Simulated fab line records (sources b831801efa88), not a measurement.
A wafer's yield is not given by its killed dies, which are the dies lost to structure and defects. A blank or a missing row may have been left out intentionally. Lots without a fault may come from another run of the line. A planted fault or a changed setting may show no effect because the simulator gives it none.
fab line records	flow sky130
record lots=24	wafers=72	lastDay=50
route steps=708 shown SD_P@330 METAL1@450 METAL4@598 CAP2M@606 METAL5@675
lots with no fault: from the same line, run without faults
startH: hours from the record's opening day to when the first of the lot's shown wafers began	waitH: hours since the lot's step before	" as in the row above	L1.1+2: a single row standing in for several wafers	- no value present, or no start provided	* or withheld: withheld	< > ~ a bound
route shown NAME@n: NAME is a module with steps in the file, n the number in the route of the first one	usual: average and standard deviation across the fault-free wafers	same: alike in all rows	chamber/n: place in a boat	sites: each site's reading	_std_site: standard deviation of those values	_edge_site: mean of outer sites minus mean of inner sites	radiusMm: how far each site lies from the wafer's centre	mask NAME#n: copy n	behind: the most recent tool/chamber to have shaped the wafer	hold: the reason the lot was held/the length of the hold in hours/how it ended	device: transistor that didn't switch, given as n, p or np	end of line: tests of these same wafers at the route's end	a step with no rows: only its recipe	killed: not the wafer's yield, but the dies lost to structure and defects at the first sort	map: the dies of a wafer, with x for killed, . for not killed, _ for no die there
set.NAME: the setting the step ran with; set.NAME@STEP: the setting that earlier step ran with	model.NAME: the simulator's own value behind a step, which no gauge read
steps of the route over a sample of lots; a table a step, a row a wafer
services: the hour from which a tool's chamber was out of use, counted from the record's first day as startH (under 0 if before that day), plus the number of hours and why
## steps
# step SKY_SD_P_STRIP_10
# recipe chemistry=O2/N2	powerW=1400	pressureMtorr=1500	platenTempC=withheld	o2FlowSccm=3000	n2FlowSccm=300	overashFraction=0.5
# usual drypumpMotorCurrentA=5.6/0.52	oesProductAu=0.617/0.0046	stripTimeToEndpointS=17.49/0.041
lot.wafer	tool	chamber	startH	waitH	drypumpMotorCurrentA	oesProductAu	rfHoursCounterH	stripTimeToEndpointS
L074.1	plasmaAsher-03	1	581.71	0.1	5.8	0.620	75	17.51
L074.3	"	0	"	"	6.2	0.613	-	17.54
L074.6	"	1	"	"	5.9	0.613	-	17.51
L075.1	plasmaAsher-02	0	583.71	0.1	5.7	0.609	14	17.51
L075.3	"	1	"	"	4.7	0.617	-	17.50
L075.5	"	1	"	"	4.7	0.617	-	17.48
L076.2	plasmaAsher-02	0	601.91	0.1	5.7	0.608	16	17.44
L076.4	"	1	"	"	4.7	0.624	-	17.50
L076.5	"	0	"	"	5.7	0.617	-	17.50
L077.1	plasmaAsher-04	1	604.41	0.1	5.8	0.619	93	17.47
L077.4	"	1	"	"	5.7	0.616	-	17.49
L077.5	"	1	"	"	5.7	0.618	-	17.48
L078.1	plasmaAsher-03	1	613.33	0.1	5.9	0.622	79	17.44
L078.2	"	0	"	"	6.2	0.621	79	17.50
L078.5	"	1	"	"	5.9	0.625	-	17.47
L079.1	plasmaAsher-02	0	622.66	0.1	5.7	0.613	18	17.49
L079.3	"	0	"	"	5.7	0.622	-	17.48
L079.6	"	1	"	"	4.7	0.615	-	17.49
L080.2	plasmaAsher-04	0	633.66	0.1	5.9	0.618	96	17.45
L080.3	"	1	"	"	5.8	0.614	-	17.53
L080.4	"	0	"	"	5.8	0.612	-	17.49
L081.2	plasmaAsher-02	0	646.33	0.1	5.7	0.609	21	17.46
L081.5	"	0	"	"	5.7	0.619	-	17.44
L081.6	"	1	"	"	4.7	0.610	-	17.44
L082.2	plasmaAsher-04	0	670.41	0.1	5.9	0.617	101	17.56
L082.3	"	1	"	"	5.8	0.616	-	17.59
L082.4	"	0	"	"	5.8	0.612	-	17.55
L083.4	plasmaAsher-02	0	688.90	0.1	5.7	0.617	-	17.48
L083.5	"	0	"	"	5.7	0.622	-	17.48
L083.6	"	1	"	"	4.7	0.612	-	17.49
L084.1	plasmaAsher-02	0	689.76	0.1	5.7	0.619	26	17.48
L084.2	"	1	"	"	4.7	0.616	26	17.52
L084.5	"	1	"	"	4.7	0.625	-	17.52
L085.2	plasmaAsher-02	0	698.53	0.1	5.7	0.612	27	17.52
L085.4	"	1	"	"	4.7	0.610	-	17.47
L085.6	"	1	"	"	4.7	0.613	-	17.52
L086.3	plasmaAsher-04	0	711.14	0.1	5.9	0.618	-	17.43
L086.4	"	1	"	"	5.7	0.619	-	17.43
L086.5	"	1	"	"	5.8	0.615	-	17.42
L087.1	plasmaAsher-03	0	714.40	0.1	6.2	0.617	80	17.56
L087.3	"	0	"	"	6.2	0.615	-	17.56
L087.5	"	0	"	"	6.2	0.615	-	17.52
L088.4	plasmaAsher-02	0	714.74	0.1	5.7	0.619	-	17.50
L088.5	"	1	"	"	4.7	0.618	-	17.47
L088.6	"	0	"	"	5.7	0.619	-	17.47
L089.1	plasmaAsher-02	1	719.78	0.1	4.7	0.615	30	17.46
L089.3	"	0	"	"	5.7	0.617	-	17.42
L089.4	"	1	"	"	4.7	0.611	-	17.41
L090.2	plasmaAsher-03	0	723.71	0.1	6.2	0.619	82	17.54
L090.5	"	0	"	"	6.2	0.617	-	17.54
L090.6	"	1	"	"	5.9	0.617	-	17.51
L092.3	plasmaAsher-02	0	728.75	0.1	5.7	0.615	-	17.53
L092.5	"	1	"	"	4.7	0.613	-	17.53
L092.6	"	0	"	"	5.7	0.619	-	17.57
L091.1	plasmaAsher-03	1	732.67	0.1	5.9	0.609	83	17.43
L091.3	"	0	"	"	6.2	0.619	-	17.47
L091.5	"	1	"	"	5.9	0.625	-	17.48
L093.1	plasmaAsher-03	1	756.73	0.1	5.9	0.619	85	17.46
L093.3	"	0	"	"	6.2	0.615	-	17.45
L093.6	"	0	"	"	6.2	0.620	-	17.44
L094.1	plasmaAsher-03	1	762.98	0.1	5.9	0.616	86	17.45
L094.3	"	0	"	"	6.2	0.612	-	17.48
L094.4	"	1	"	"	5.9	0.621	-	17.47
L095.1	plasmaAsher-02	1	763.95	0.1	4.7	0.622	35	17.53
L095.3	"	1	"	"	4.7	0.618	-	17.51
L095.6	"	0	"	"	5.7	0.619	-	17.52
L096.1	plasmaAsher-04	0	767.21	0.1	5.9	0.626	2	17.47
L096.3	"	0	"	"	5.9	0.620	-	17.49
L096.5	"	1	"	"	5.8	0.617	-	17.48
L097.1	plasmaAsher-02	0	770.08	0.1	5.7	0.617	35	17.50
L097.3	"	0	"	"	5.7	0.608	-	17.45
L097.5	"	1	"	"	4.7	0.622	-	17.45
# step SKY_METAL1_OVL_MEAS_16
# usual METAL1_OVL=2/5.7
lot.wafer	tool	chamber	startH	waitH	METAL1_OVL[nm]
L074.1	overlay-01	-	757.72	0.1	7
L074.3	"	-	"	"	4
L074.6	"	-	"	"	-1
L075.1	overlay-01	-	759.57	0.1	9
L075.3	"	-	"	"	2
L075.5	"	-	"	"	2
L076.2	overlay-01	-	774.73	0.1	-3
L076.4	"	-	"	"	5
L076.5	"	-	"	"	-4
L077.1	overlay-01	-	779.17	0.1	16
L077.4	"	-	"	"	3
L077.5	"	-	"	"	1
L078.1	overlay-01	-	787.22	0.1	11
L078.2	"	-	"	"	-3
L078.5	"	-	"	"	6
L079.1	overlay-02	-	794.33	0.1	-7
L079.3	"	-	"	"	-8
L079.6	"	-	"	"	-3
L080.2	overlay-01	-	805.18	0.1	-8
L080.3	"	-	"	"	0
L080.4	"	-	"	"	-9
L081.2	overlay-01	-	816.87	0.1	2
L081.5	"	-	"	"	6
L081.6	"	-	"	"	6
L082.2	overlay-02	-	838.93	0.1	8
L082.3	"	-	"	"	1
L082.4	"	-	"	"	4
L083.4	overlay-01	-	855.14	0.1	3
L083.5	"	-	"	"	-1
L083.6	"	-	"	"	6
L084.1	overlay-01	-	856.28	0.1	6
L084.2	"	-	"	"	-3
L084.5	"	-	"	"	2
L085.2	overlay-02	-	865.37	0.1	-7
L085.4	"	-	"	"	-5
L085.6	"	-	"	"	0
L086.3	overlay-01	-	874.34	0.1	1
L086.4	"	-	"	"	4
L086.5	"	-	"	"	1
L087.1	overlay-01	-	878.27	0.1	5
L087.3	"	-	"	"	15
L087.5	"	-	"	"	8
L088.4	overlay-01	-	879.29	0.1	4
L088.5	"	-	"	"	8
L088.6	"	-	"	"	-8
L089.1	overlay-01	-	885.33	0.1	2
L089.3	"	-	"	"	2
L089.4	"	-	"	"	-3
L090.2	overlay-01	-	887.92	0.1	-9
L090.5	"	-	"	"	-1
L090.6	"	-	"	"	-5
L092.3	overlay-02	-	892.88	0.1	12
L092.5	"	-	"	"	6
L092.6	"	-	"	"	-4
L091.1	overlay-01	-	895.63	0.1	-4
L091.3	"	-	"	"	1
L091.5	"	-	"	"	4
L093.1	overlay-01	-	918.37	0.1	5
L093.3	"	-	"	"	-1
L093.6	"	-	"	"	2
L094.1	overlay-02	-	924.22	0.1	8
L094.3	"	-	"	"	6
L094.4	"	-	"	"	9
L095.1	overlay-02	-	926.33	0.1	3
L095.3	"	-	"	"	-1
L095.6	"	-	"	"	-9
L096.1	overlay-01	-	926.83	0.1	5
L096.3	"	-	"	"	2
L096.5	"	-	"	"	9
L097.1	overlay-01	-	931.07	0.1	-2
L097.3	"	-	"	"	-2
L097.5	"	-	"	"	5
# step SKY_METAL4_SPUTTER_00
# recipe material=Ti	targetThkNm=15	powerW=3000	timeS=10	chamberPressurePa=0.4
# usual cathodeDcPowerW=3000.0/0.59	chamberPressurePa=0.4000/0.00092	throttleValvePct=29.4/0.8
lot.wafer	tool	chamber	startH	waitH	cathodeDcPowerW	chamberPressurePa	throttleValvePct
L074.1	pvdSputter-01	-	922.37	0.2	3000.5	0.3992	28.8
L074.3	"	-	"	"	3000.0	0.3998	28.7
L074.6	"	-	"	"	3000.4	0.3984	30.3
L075.1	pvdSputter-01	-	924.66	0.1	3001.1	0.4008	30.8
L075.3	"	-	"	"	3000.4	0.3987	28.7
L075.5	"	-	"	"	3000.5	0.3994	31.1
L076.2	pvdSputter-01	-	938.47	0.1	2999.1	0.4005	30.7
L076.4	"	-	"	"	2999.9	0.4006	29.2
L076.5	"	-	"	"	2999.3	0.4021	30.7
L077.1	pvdSputter-03	-	943.15	0.1	2999.2	0.4001	29.5
L077.4	"	-	"	"	3000.3	0.4002	30.4
L077.5	"	-	"	"	2999.3	0.3981	29.0
L078.1	pvdSputter-01	-	949.09	0.2	2999.1	0.4004	29.4
L078.2	"	-	"	"	3000.1	0.3988	28.7
L078.5	"	-	"	"	2999.4	0.3985	30.5
L079.1	pvdSputter-02	-	957.33	0.1	2998.8	0.4001	29.6
L079.3	"	-	"	"	2998.6	0.4005	28.2
L079.6	"	-	"	"	3000.0	0.4003	28.0
L080.2	pvdSputter-03	-	966.44	0.2	2999.7	0.3997	29.4
L080.3	"	-	"	"	2999.7	0.4007	30.5
L080.4	"	-	"	"	3000.3	0.3990	28.7
L081.2	pvdSputter-02	-	978.47	0.2	2999.9	0.4006	29.7
L081.5	"	-	"	"	2999.3	0.4031	29.8
L081.6	"	-	"	"	2999.6	0.3986	29.8
L082.2	pvdSputter-03	-	998.28	0.1	3001.0	0.3996	30.1
L082.3	"	-	"	"	2999.9	0.3999	29.5
L082.4	"	-	"	"	2999.6	0.4008	29.9
L083.4	pvdSputter-01	-	1011.33	0.2	2999.1	0.3996	30.9
L083.5	"	-	"	"	3000.7	0.4004	29.9
L083.6	"	-	"	"	2999.4	0.3985	28.6
L084.1	pvdSputter-01	-	1013.59	0.1	2999.9	0.3999	30.5
L084.2	"	-	"	"	3001.1	0.4014	29.5
L084.5	"	-	"	"	2999.7	0.4004	29.2
L085.2	pvdSputter-02	-	1021.19	0.1	3000.8	0.4004	29.5
L085.4	"	-	"	"	2999.4	0.4005	30.0
L085.6	"	-	"	"	2999.7	0.4008	28.7
L086.3	pvdSputter-02	-	1029.08	0.2	2999.6	0.3996	28.1
L086.4	"	-	"	"	3000.3	0.3989	29.2
L086.5	"	-	"	"	3001.1	0.3997	29.0
L087.1	pvdSputter-02	-	1033.50	0.1	3000.6	0.3997	28.0
L087.3	"	-	"	"	3000.0	0.3992	29.2
L087.5	"	-	"	"	3000.1	0.4002	29.2
L088.4	pvdSputter-02	-	1034.40	0.2	2999.5	0.3984	28.1
L088.5	"	-	"	"	2999.9	0.3992	29.0
L088.6	"	-	"	"	2999.7	0.3998	28.5
L089.1	pvdSputter-01	-	1039.04	0.2	3000.2	0.4002	28.7
L089.3	"	-	"	"	3000.6	0.4010	28.9
L089.4	"	-	"	"	3000.8	0.3999	29.5
L090.2	pvdSputter-02	-	1041.59	0.1	3000.3	0.4015	29.1
L090.5	"	-	"	"	3000.2	0.4001	28.3
L090.6	"	-	"	"	3000.3	0.3992	29.7
L092.3	pvdSputter-02	-	1046.54	0.2	3000.6	0.3993	29.9
L092.5	"	-	"	"	2999.4	0.3995	28.4
L092.6	"	-	"	"	3000.2	0.4009	28.7
L091.1	pvdSputter-01	-	1049.85	0.1	2999.7	0.4005	29.0
L091.3	"	-	"	"	2999.6	0.4010	29.2
L091.5	"	-	"	"	2999.5	0.4010	28.9
L093.1	pvdSputter-02	-	1067.02	0.2	3000.9	0.3993	29.9
L093.3	"	-	"	"	2999.7	0.3998	28.7
L093.6	"	-	"	"	2999.2	0.3996	28.3
L094.1	pvdSputter-01	-	1072.34	0.1	2999.8	0.4009	29.5
L094.3	"	-	"	"	3000.0	0.4003	28.7
L094.4	"	-	"	"	3000.2	0.3995	28.9
L095.1	pvdSputter-01	-	1073.91	0.1	3000.1	0.4003	28.9
L095.3	"	-	"	"	3000.2	0.3992	29.6
L095.6	"	-	"	"	2998.7	0.4005	30.7
L096.1	pvdSputter-02	-	1074.15	0.1	2999.4	0.3997	29.1
L096.3	"	-	"	"	2999.5	0.3997	28.2
L096.5	"	-	"	"	3000.6	0.3991	27.9
L097.1	pvdSputter-03	-	1079.32	0.2	2999.3	0.3996	28.8
L097.3	"	-	"	"	2999.8	0.3984	30.0
L097.5	"	-	"	"	3000.0	0.3994	29.6
# step SKY_CAP2M_RS_MEAS_03
# recipe thkMeasGauge=four-point-probe	reads=TiN_of_CAP2M_SPUTTER_02
# usual CAP2M_TIN_RS=6.91/0.081
lot.wafer	tool	chamber	startH	waitH	CAP2M_TIN_RS[ohm/sq]
L074.1	filmMetro-03	-	922.72	0.1	6.97
L074.3	"	-	"	"	7.01
L074.6	"	-	"	"	6.99
L075.1	filmMetro-04	-	925.01	0.1	6.91
L075.3	"	-	"	"	6.95
L075.5	"	-	"	"	6.94
L076.2	filmMetro-03	-	938.84	0.1	7.14
L076.4	"	-	"	"	7.00
L076.5	"	-	"	"	7.12
L077.1	filmMetro-04	-	943.50	0.1	6.87
L077.4	"	-	"	"	6.73
L077.5	"	-	"	"	6.73
L078.1	filmMetro-03	-	949.44	0.1	6.84
L078.2	"	-	"	"	6.95
L078.5	"	-	"	"	6.85
L079.1	filmMetro-01	-	957.68	0.1	6.95
L079.3	"	-	"	"	6.94
L079.6	"	-	"	"	6.95
L080.2	filmMetro-01	-	966.80	0.1	6.91
L080.3	"	-	"	"	6.86
L080.4	"	-	"	"	7.06
L081.2	filmMetro-03	-	978.83	0.1	6.92
L081.5	"	-	"	"	6.94
L081.6	"	-	"	"	6.91
L082.2	filmMetro-01	-	998.67	0.1	6.77
L082.3	"	-	"	"	6.84
L082.4	"	-	"	"	6.97
L083.4	filmMetro-01	-	1011.73	0.1	6.77
L083.5	"	-	"	"	6.74
L083.6	"	-	"	"	6.84
L084.1	filmMetro-03	-	1013.95	0.1	6.89
L084.2	"	-	"	"	6.94
L084.5	"	-	"	"	7.05
L085.2	filmMetro-04	-	1021.55	0.1	6.93
L085.4	"	-	"	"	6.83
L085.6	"	-	"	"	6.95
L086.3	filmMetro-03	-	1029.46	0.1	6.88
L086.4	"	-	"	"	6.84
L086.5	"	-	"	"	6.92
L087.1	filmMetro-04	-	1033.84	0.1	6.89
L087.3	"	-	"	"	6.95
L087.5	"	-	"	"	6.92
L088.4	filmMetro-03	-	1034.80	0.1	6.87
L088.5	"	-	"	"	6.85
L088.6	"	-	"	"	6.76
L089.1	filmMetro-03	-	1039.39	0.1	6.89
L089.3	"	-	"	"	6.93
L089.4	"	-	"	"	7.02
L090.2	filmMetro-03	-	1041.96	0.1	7.04
L090.5	"	-	"	"	7.06
L090.6	"	-	"	"	6.92
L092.3	filmMetro-04	-	1046.93	0.1	6.94
L092.5	"	-	"	"	6.90
L092.6	"	-	"	"	6.97
L091.1	filmMetro-01	-	1050.19	0.1	6.90
L091.3	"	-	"	"	6.96
L091.5	"	-	"	"	6.98
L093.1	filmMetro-03	-	1067.36	0.1	6.79
L093.3	"	-	"	"	6.80
L093.6	"	-	"	"	6.74
L094.1	filmMetro-03	-	1072.68	0.1	6.87
L094.3	"	-	"	"	6.90
L094.4	"	-	"	"	7.04
L095.1	filmMetro-03	-	1074.26	0.1	6.94
L095.3	"	-	"	"	6.87
L095.6	"	-	"	"	6.89
L096.1	filmMetro-01	-	1074.49	0.1	6.85
L096.3	"	-	"	"	6.96
L096.5	"	-	"	"	6.95
L097.1	filmMetro-03	-	1079.67	0.1	6.80
L097.3	"	-	"	"	6.94
L097.5	"	-	"	"	6.97
# step SKY_CAP2M_METAL_ETCH_13
# recipe targetDepthNm=220	stopOn=SiO2	chemistry=Cl2/BCl3	target=TiN	pressureMtorr=10	icpW=900	biasW=48.5	Cl2_flow_sccm=60	bcl3FlowSccm=30	timeS=62.9
# usual drypumpMotorCurrentA=5.7/0.52	mfcCl2Sccm=59.98/0.17	oesProductAu=0.943/0.0077	throttleValvePct=21.901/0.0095
lot.wafer	tool	chamber	startH	waitH	drypumpMotorCurrentA	mfcCl2Sccm	oesProductAu	rfHoursCounterH	throttleValvePct
L074.1	rieMetal-04	0	947.49	0.0	5.8	59.90	0.940	13	21.907
L074.3	"	0	"	"	5.8	60.04	0.932	-	21.908
L074.6	"	0	"	"	5.8	59.87	0.931	-	21.904
L075.1	rieMetal-02	0	949.64	0.0	4.7	60.10	0.939	10	21.905
L075.3	"	1	"	"	5.5	59.76	0.939	-	21.885
L075.5	"	0	"	"	4.7	60.00	0.943	-	21.892
L076.2	rieMetal-04	0	962.59	0.0	5.8	59.95	0.924	14	21.928
L076.4	"	1	"	"	6.1	59.79	0.935	-	21.919
L076.5	"	0	"	"	5.8	59.95	0.921	-	21.906
L077.1	rieMetal-02	0	966.19	0.0	4.7	59.85	0.945	10	21.908
L077.4	"	0	"	"	4.7	59.82	0.957	-	21.889
L077.5	"	1	"	"	5.5	59.85	0.958	-	21.883
L078.1	rieMetal-03	0	972.46	0.0	6.0	60.30	0.947	12	21.890
L078.2	"	1	"	"	6.2	59.83	0.938	14	21.900
L078.5	"	1	"	"	6.2	60.24	0.939	-	21.910
L079.1	rieMetal-04	0	980.54	0.0	5.8	59.92	0.941	15	21.883
L079.3	"	1	"	"	6.1	59.91	0.943	-	21.906
L079.6	"	0	"	"	5.8	60.10	0.940	-	21.897
L080.2	rieMetal-02	0	989.96	0.0	4.7	60.09	0.944	12	21.895
L080.3	"	1	"	"	5.5	60.24	0.946	-	21.908
L080.4	"	0	"	"	4.7	60.12	0.932	-	21.901
L081.2	rieMetal-03	0	1002.36	0.0	6.0	59.95	0.942	13	21.914
L081.5	"	0	"	"	6.0	59.94	0.940	-	21.899
L081.6	"	1	"	"	6.3	59.99	0.946	-	21.897
L082.2	rieMetal-04	0	1021.99	0.0	5.8	59.94	0.952	-	21.899
L082.3	"	0	"	"	5.8	59.78	0.957	-	21.902
L082.4	"	0	"	"	5.8	59.79	0.939	-	21.906
L083.4	rieMetal-04	1	1034.22	0.0	6.1	60.20	0.954	-	21.888
L083.5	"	0	"	"	5.8	59.93	0.954	-	21.885
L083.6	"	1	"	"	6.1	60.15	0.947	-	21.888
L084.1	rieMetal-02	0	1036.26	0.0	4.7	60.15	0.944	14	21.904
L084.2	"	1	"	"	5.5	60.19	0.938	12	21.899
L084.5	"	0	"	"	4.8	60.00	0.928	-	21.910
L085.2	rieMetal-03	0	1043.21	0.0	6.0	60.07	0.934	16	21.908
L085.4	"	0	"	"	6.0	59.90	0.954	-	21.886
L085.6	"	0	"	"	6.0	59.76	0.943	-	21.899
L086.3	rieMetal-02	1	1050.64	0.0	5.5	60.11	0.957	-	21.893
L086.4	"	0	"	"	4.7	60.26	0.949	-	21.896
L086.5	"	0	"	"	4.7	60.28	0.938	-	21.906
L087.1	rieMetal-02	0	1055.74	0.0	4.7	59.98	0.941	15	21.905
L087.3	"	0	"	"	4.7	59.94	0.935	-	21.918
L087.5	"	0	"	"	4.7	59.80	0.944	-	21.915
L088.4	rieMetal-04	1	1056.14	0.0	6.1	59.69	0.946	-	21.901
L088.5	"	1	"	"	6.1	59.54	0.959	-	21.892
L088.6	"	0	"	"	5.8	59.82	0.958	-	21.895
L089.1	rieMetal-03	0	1059.49	0.0	6.0	59.83	0.946	17	21.908
L089.3	"	1	"	"	6.2	59.92	0.945	-	21.895
L089.4	"	0	"	"	6.0	59.60	0.935	-	21.913
L090.2	rieMetal-02	1	1063.29	0.0	5.5	59.77	0.929	14	21.917
L090.5	"	0	"	"	4.7	60.22	0.927	-	21.904
L090.6	"	1	"	"	5.5	60.30	0.945	-	21.905
L092.3	rieMetal-03	0	1068.57	0.0	6.0	59.92	0.943	-	21.913
L092.5	"	0	"	"	6.1	60.05	0.937	-	21.918
L092.6	"	1	"	"	6.2	59.89	0.936	-	21.917
L091.1	rieMetal-03	1	1070.39	0.0	6.3	59.68	0.948	20	21.913
L091.3	"	0	"	"	6.0	59.80	0.944	-	21.900
L091.5	"	0	"	"	6.0	59.64	0.935	-	21.894
L093.1	rieMetal-03	0	1088.36	0.0	6.1	60.12	0.949	19	21.898
L093.3	"	1	"	"	6.3	59.86	0.945	-	21.904
L093.6	"	0	"	"	6.0	60.07	0.957	-	21.892
L094.1	rieMetal-03	1	1093.69	0.0	6.3	59.92	0.948	21	21.890
L094.3	"	0	"	"	6.0	60.19	0.946	-	21.891
L094.4	"	1	"	"	6.2	60.00	0.938	-	21.890
L095.1	rieMetal-04	0	1094.06	0.0	5.8	59.65	0.937	23	21.910
L095.3	"	0	"	"	5.8	59.90	0.948	-	21.898
L095.6	"	0	"	"	5.8	59.80	0.952	-	21.895
L096.1	rieMetal-02	1	1094.36	0.0	5.5	59.89	0.942	16	21.893
L096.3	"	0	"	"	4.7	59.70	0.935	-	21.907
L096.5	"	1	"	"	5.5	59.86	0.938	-	21.919
L097.1	rieMetal-03	1	1099.91	0.0	6.2	60.04	0.949	21	21.886
L097.3	"	0	"	"	6.0	60.21	0.940	-	21.896
L097.5	"	0	"	"	6.0	60.03	0.944	-	21.908
# step SKY_METAL5_DESCUM_14
# recipe chemistry=O2	sourcePowerW=150	biasPowerW=0	pressureMtorr=10	tempC=40	timeS=11
# usual drypumpMotorCurrentA=5.6/0.63	oesProductAu=1.003/0.0071
lot.wafer	tool	chamber	startH	waitH	drypumpMotorCurrentA	oesProductAu	rfHoursCounterH
L074.1	rieMetal-01	1	1021.86	0.1	5.5	1.005	20
L074.3	"	1	"	"	5.5	0.997	-
L074.6	"	1	"	"	5.5	0.994	-
L075.1	rieMetal-01	1	1023.32	0.1	5.5	0.998	21
L075.3	"	1	"	"	5.5	0.993	-
L075.5	"	1	"	"	5.5	0.994	-
L076.2	rieMetal-03	0	1036.35	0.1	6.0	1.007	15
L076.4	"	1	"	"	6.2	1.006	-
L076.5	"	0	"	"	6.0	0.998	-
L077.1	rieMetal-03	1	1039.05	0.1	6.2	0.996	17
L077.4	"	0	"	"	6.0	1.001	-
L077.5	"	1	"	"	6.2	0.997	-
L078.1	rieMetal-01	0	1045.76	0.1	6.4	1.010	10
L078.2	"	1	"	"	5.5	1.005	22
L078.5	"	0	"	"	6.4	1.008	-
L079.1	rieMetal-02	1	1052.77	0.1	5.5	0.994	13
L079.3	"	0	"	"	4.7	0.992	-
L079.6	"	0	"	"	4.7	1.003	-
L080.2	rieMetal-02	0	1060.47	0.1	4.7	0.996	15
L080.3	"	0	"	"	4.7	1.006	-
L080.4	"	1	"	"	5.5	0.999	-
L081.2	rieMetal-02	0	1071.12	0.1	4.7	1.014	16
L081.5	"	1	"	"	5.5	1.008	-
L081.6	"	0	"	"	4.7	1.017	-
L082.2	rieMetal-02	0	1087.90	0.1	4.7	1.004	17
L082.3	"	1	"	"	5.5	0.997	-
L082.4	"	0	"	"	4.7	1.006	-
L083.4	rieMetal-02	1	1100.47	0.1	5.5	1.009	-
L083.5	"	1	"	"	5.5	1.002	-
L083.6	"	0	"	"	4.7	1.009	-
L084.1	rieMetal-02	0	1102.06	0.1	4.7	1.004	18
L084.2	"	0	"	"	4.7	1.009	-
L084.5	"	0	"	"	4.7	1.003	-
L085.2	rieMetal-02	1	1109.06	0.1	5.5	1.010	17
L085.4	"	1	"	"	5.5	1.006	-
L085.6	"	1	"	"	5.5	1.010	-
L086.3	rieMetal-02	1	1115.76	0.1	5.5	1.003	-
L086.4	"	0	"	"	4.7	0.996	-
L086.5	"	1	"	"	5.5	1.000	-
L087.1	rieMetal-01	1	1120.10	0.1	5.5	1.001	28
L087.3	"	0	"	"	6.4	0.998	-
L087.5	"	0	"	"	6.4	1.008	-
L088.4	rieMetal-01	0	1121.72	0.1	6.4	0.998	-
L088.5	"	1	"	"	5.5	0.994	-
L088.6	"	0	"	"	6.4	1.002	-
L089.1	rieMetal-03	1	1123.42	0.1	6.3	0.991	22
L089.3	"	0	"	"	6.1	1.003	-
L089.4	"	1	"	"	6.2	1.002	-
L090.2	rieMetal-03	1	1128.05	0.1	6.3	0.998	23
L090.5	"	1	"	"	6.3	0.997	-
L090.6	"	0	"	"	6.0	1.009	-
L092.3	rieMetal-03	1	1132.84	0.1	6.3	0.993	-
L092.5	"	1	"	"	6.3	0.992	-
L092.6	"	0	"	"	6.0	1.007	-
L091.1	rieMetal-02	1	1133.12	0.1	5.5	1.006	19
L091.3	"	0	"	"	4.7	0.997	-
L091.5	"	0	"	"	4.7	1.004	-
L093.1	rieMetal-02	1	1150.83	0.1	5.5	1.016	20
L093.3	"	1	"	"	5.5	1.012	-
L093.6	"	1	"	"	5.5	1.003	-
L094.1	rieMetal-03	0	1154.81	0.1	6.0	1.011	23
L094.3	"	0	"	"	6.0	1.020	-
L094.4	"	1	"	"	6.2	0.998	-
L095.1	rieMetal-02	0	1155.20	0.1	4.7	1.011	23
L095.3	"	0	"	"	4.7	1.002	-
L095.6	"	0	"	"	4.7	1.011	-
L096.1	rieMetal-01	0	1155.50	0.1	6.4	1.005	18
L096.3	"	0	"	"	6.4	1.001	-
L096.5	"	0	"	"	6.4	1.001	-
L097.1	rieMetal-03	1	1160.73	0.1	6.2	0.997	26
L097.3	"	1	"	"	6.3	0.996	-
L097.5	"	1	"	"	6.3	0.999	-
## services
tool	chamber	startH	hours	kind
pvdSputter-01	-	566.10	2.4	repair
rieMetal-03	-	572.10	1.4	pm
pvdSputter-02	-	576.07	14.5	repair
pvdSputter-01	-	624.38	7.9	repair
pvdSputter-02	-	654.88	1.0	repair
pvdSputter-02	-	664.76	2.0	repair
pvdSputter-02	-	728.73	6.8	repair
pvdSputter-02	-	734.99	3.5	repair
pvdSputter-01	-	741.10	16.8	repair
rieMetal-02	-	749.01	2.8	pm
plasmaAsher-02	-	799.19	0.6	repair
pvdSputter-02	-	815.49	1.7	repair
rieMetal-02	-	848.78	4.3	pm
pvdSputter-01	-	867.85	1.5	repair
rieMetal-02	0	875.06	5.7	repair
pvdSputter-01	-	883.75	1.2	repair
plasmaAsher-02	-	903.23	1.2	repair
rieMetal-02	0	934.01	14.7	repair
plasmaAsher-02	-	958.05	17.6	repair
rieMetal-03	-	1060.94	0.9	repair
rieMetal-03	-	1074.39	2.8	pm
rieMetal-02	0	1079.12	5.9	repair
rieMetal-02	-	1082.58	0.9	repair
rieMetal-02	1	1100.90	6.0	repair
## key
fault none
